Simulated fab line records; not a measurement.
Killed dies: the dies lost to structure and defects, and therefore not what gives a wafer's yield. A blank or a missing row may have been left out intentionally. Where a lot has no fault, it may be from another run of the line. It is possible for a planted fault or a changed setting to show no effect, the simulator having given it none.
The tool behind it: which one? :: flow sky130 :: Sampling: 14 lots, 39 wafers, 3 of 708 route steps

== WHAT THE GAUGES READ, wafer by wafer ==
SKY_VT_ADJUST_LVTN_TW_MEAS_10.
lot: L802
measured: day 6 22:25
on: filmMetro-03
VT_ADJUST_LVTN_TW: 242.3 241.3 241.3

lot: L804
measured: day 7 14:47
on: filmMetro-01
VT_ADJUST_LVTN_TW: 242.7 244.8 243.6

lot: L805
measured: day 7 20:02
on: filmMetro-01
VT_ADJUST_LVTN_TW: 244.8 244.3 245.4

lot: L806
measured: day 8 00:52
on: filmMetro-01
VT_ADJUST_LVTN_TW: 244.3 243.6 243.6

lot: L807
measured: day 8 06:52
on: filmMetro-03
VT_ADJUST_LVTN_TW: 241.5 240.6 240.3

lot: L810
measured: day 9 00:36
on: filmMetro-03
VT_ADJUST_LVTN_TW: 242.8 242.2

lot: L811
measured: day 9 05:27
on: filmMetro-04
VT_ADJUST_LVTN_TW: 242.6 245.8

lot: L812
measured: day 9 13:01
on: filmMetro-03
VT_ADJUST_LVTN_TW: 241.6 243.7

lot: L819
measured: day 11 14:59
on: filmMetro-04
VT_ADJUST_LVTN_TW: 244.2 243.1 243.8

lot: L820
measured: day 11 21:50
on: filmMetro-01
VT_ADJUST_LVTN_TW: 242.8 244.6 243.7

lot: L821
measured: day 12 04:28
on: filmMetro-04
VT_ADJUST_LVTN_TW: 242.8 241.6 241.7

lot: L823
measured: day 12 16:16
on: filmMetro-04
VT_ADJUST_LVTN_TW: 242.5 241.6 242.5

lot: L824
measured: day 12 23:10
on: filmMetro-01
VT_ADJUST_LVTN_TW: 243.3 244.2 243.4

lot: L825
measured: day 13 04:55
on: filmMetro-01
VT_ADJUST_LVTN_TW: 244.1 243.9 244.3

SKY_VT_ADJUST_PCH_TW_MEAS_10.
lot: L802
measured: day 10 09:08
on: filmMetro-02
VT_ADJUST_PCH_TW: 143.6 143.3 143.6

lot: L804
measured: day 11 04:45
on: filmMetro-04
VT_ADJUST_PCH_TW: 144.3 143.6 144.3

lot: L805
measured: day 11 11:24
on: filmMetro-03
VT_ADJUST_PCH_TW: 142.7 142.0 143.1

lot: L806
measured: day 11 18:07
on: filmMetro-03
VT_ADJUST_PCH_TW: 143.1 142.6 141.7

lot: L807
measured: day 12 01:10
on: filmMetro-04
VT_ADJUST_PCH_TW: 142.7 142.5 142.8

lot: L810
measured: day 12 18:55
on: filmMetro-04
VT_ADJUST_PCH_TW: 142.7 143.4

lot: L811
measured: day 13 00:38
on: filmMetro-02
VT_ADJUST_PCH_TW: 141.6 141.0

lot: L812
measured: day 13 08:49
on: filmMetro-02
VT_ADJUST_PCH_TW: 141.9 141.0

lot: L819
measured: day 15 18:15
on: filmMetro-04
VT_ADJUST_PCH_TW: 145.4 145.0 145.2

lot: L820
measured: day 16 01:40
on: filmMetro-04
VT_ADJUST_PCH_TW: 143.9 144.4 144.5

lot: L821
measured: day 16 10:52
on: filmMetro-03
VT_ADJUST_PCH_TW: 141.6 141.5 141.9

lot: L823
measured: day 17 02:46
on: filmMetro-02
VT_ADJUST_PCH_TW: 142.2 142.0 141.7

lot: L824
measured: day 17 09:16
on: filmMetro-02
VT_ADJUST_PCH_TW: 141.8 141.5 141.7

lot: L825
measured: day 17 19:19
on: filmMetro-03
VT_ADJUST_PCH_TW: 142.6 142.7 142.0

== EACH LOT AND THE TOOL THAT RAN IT (in order: tool; ch and the chambers of the sampled wafers; start) ==
lot: L802
SKY_VT_ADJUST_LVTN_STRIP_20: plasmaAsher-01 ch 1, day 7 18:04

lot: L804
SKY_VT_ADJUST_LVTN_STRIP_20: plasmaAsher-01 ch 0,1, day 8 10:46

lot: L805
SKY_VT_ADJUST_LVTN_STRIP_20: plasmaAsher-04 ch 0,1, day 8 16:48

lot: L806
SKY_VT_ADJUST_LVTN_STRIP_20: plasmaAsher-02 ch 0,1, day 8 21:55

lot: L807
SKY_VT_ADJUST_LVTN_STRIP_20: plasmaAsher-01 ch 0,1, day 9 03:46

lot: L810
SKY_VT_ADJUST_LVTN_STRIP_20: plasmaAsher-02 ch 0,1, day 9 21:48

lot: L811
SKY_VT_ADJUST_LVTN_STRIP_20: plasmaAsher-04 ch 0,1, day 10 02:51

lot: L812
SKY_VT_ADJUST_LVTN_STRIP_20: plasmaAsher-02 ch 0,1, day 10 10:13

lot: L819
SKY_VT_ADJUST_LVTN_STRIP_20: plasmaAsher-04 ch 0,1, day 12 14:00

lot: L820
SKY_VT_ADJUST_LVTN_STRIP_20: plasmaAsher-02 ch 0,1, day 12 19:58

lot: L821
SKY_VT_ADJUST_LVTN_STRIP_20: plasmaAsher-04 ch 0,1, day 13 03:16

lot: L823
SKY_VT_ADJUST_LVTN_STRIP_20: plasmaAsher-02 ch 0, day 13 16:19

lot: L824
SKY_VT_ADJUST_LVTN_STRIP_20: plasmaAsher-02 ch 0,1, day 13 22:16

lot: L825
SKY_VT_ADJUST_LVTN_STRIP_20: plasmaAsher-01 ch 0,1, day 14 06:28
- SKY_VT_ADJUST_LVTN_STRIP_20: strips in O2/N2.

== WHAT THE TOOLS THEMSELVES READ (means of the sampled wafers that have a number; where no wafer has one, the mark that the record gives instead) ==
SKY_VT_ADJUST_LVTN_STRIP_20.
lot: L802
tool: plasmaAsher-01
drypumpMotorCurrentA (A): 5.98
oesProductAu (a.u.): 0.712
stripTimeToEndpointS (s): 14.16

lot: L804
tool: plasmaAsher-01
drypumpMotorCurrentA (A): 5.79
oesProductAu (a.u.): 0.718
stripTimeToEndpointS (s): 14.17

lot: L805
tool: plasmaAsher-04
drypumpMotorCurrentA (A): 5.51
oesProductAu (a.u.): 0.717
stripTimeToEndpointS (s): 14.23

lot: L806
tool: plasmaAsher-02
drypumpMotorCurrentA (A): 5.43
oesProductAu (a.u.): 0.712
stripTimeToEndpointS (s): 14.16

lot: L807
tool: plasmaAsher-01
drypumpMotorCurrentA (A): 5.78
oesProductAu (a.u.): 0.711
stripTimeToEndpointS (s): 14.16

lot: L810
tool: plasmaAsher-02
drypumpMotorCurrentA (A): 5.47
oesProductAu (a.u.): 0.713
stripTimeToEndpointS (s): 14.18

lot: L811
tool: plasmaAsher-04
drypumpMotorCurrentA (A): 5.54
oesProductAu (a.u.): 0.717
stripTimeToEndpointS (s): 14.23

lot: L812
tool: plasmaAsher-02
drypumpMotorCurrentA (A): 5.47
oesProductAu (a.u.): 0.716
stripTimeToEndpointS (s): 14.23

lot: L819
tool: plasmaAsher-04
drypumpMotorCurrentA (A): 5.51
oesProductAu (a.u.): 0.714
stripTimeToEndpointS (s): 14.19

lot: L820
tool: plasmaAsher-02
drypumpMotorCurrentA (A): 5.52
oesProductAu (a.u.): 0.717
stripTimeToEndpointS (s): 14.20

lot: L821
tool: plasmaAsher-04
drypumpMotorCurrentA (A): 5.59
oesProductAu (a.u.): 0.718
stripTimeToEndpointS (s): 14.23

lot: L823
tool: plasmaAsher-02
drypumpMotorCurrentA (A): 5.35
oesProductAu (a.u.): 0.720
stripTimeToEndpointS (s): 14.13

lot: L824
tool: plasmaAsher-02
drypumpMotorCurrentA (A): 5.43
oesProductAu (a.u.): 0.720
stripTimeToEndpointS (s): 14.23

lot: L825
tool: plasmaAsher-01
drypumpMotorCurrentA (A): 5.81
oesProductAu (a.u.): 0.715
stripTimeToEndpointS (s): 14.21

== THE ANSWER, worked out from the rows above alone ==
Rule: usual is defined by the lots themselves. The widest of any qualifying gaps counts: lots, ordered by their means at a reading, are off when they make up no more than a third of the lots, leave a main group of 4 or more, and stand apart from it by 3 or more times the standard deviation of that group's means. A main group whose means are all the same, to the digits that the tables above print for the reading, isn't used. Also off: a lot with no number at a reading for which 4 or more lots have one. The other lots that the step has rows for count as sound. Order of review: gauges by route order, followed by the tools' own readings, for which a lot's mean as printed above is used. At the first step where some lot is off, the reading lying furthest off is the one used; lots without a number count as furthest.
Across all readings shown, no lot is off: no conclusion can be drawn from this.

== WHAT THE SIMULATOR HAD INSERTED ==
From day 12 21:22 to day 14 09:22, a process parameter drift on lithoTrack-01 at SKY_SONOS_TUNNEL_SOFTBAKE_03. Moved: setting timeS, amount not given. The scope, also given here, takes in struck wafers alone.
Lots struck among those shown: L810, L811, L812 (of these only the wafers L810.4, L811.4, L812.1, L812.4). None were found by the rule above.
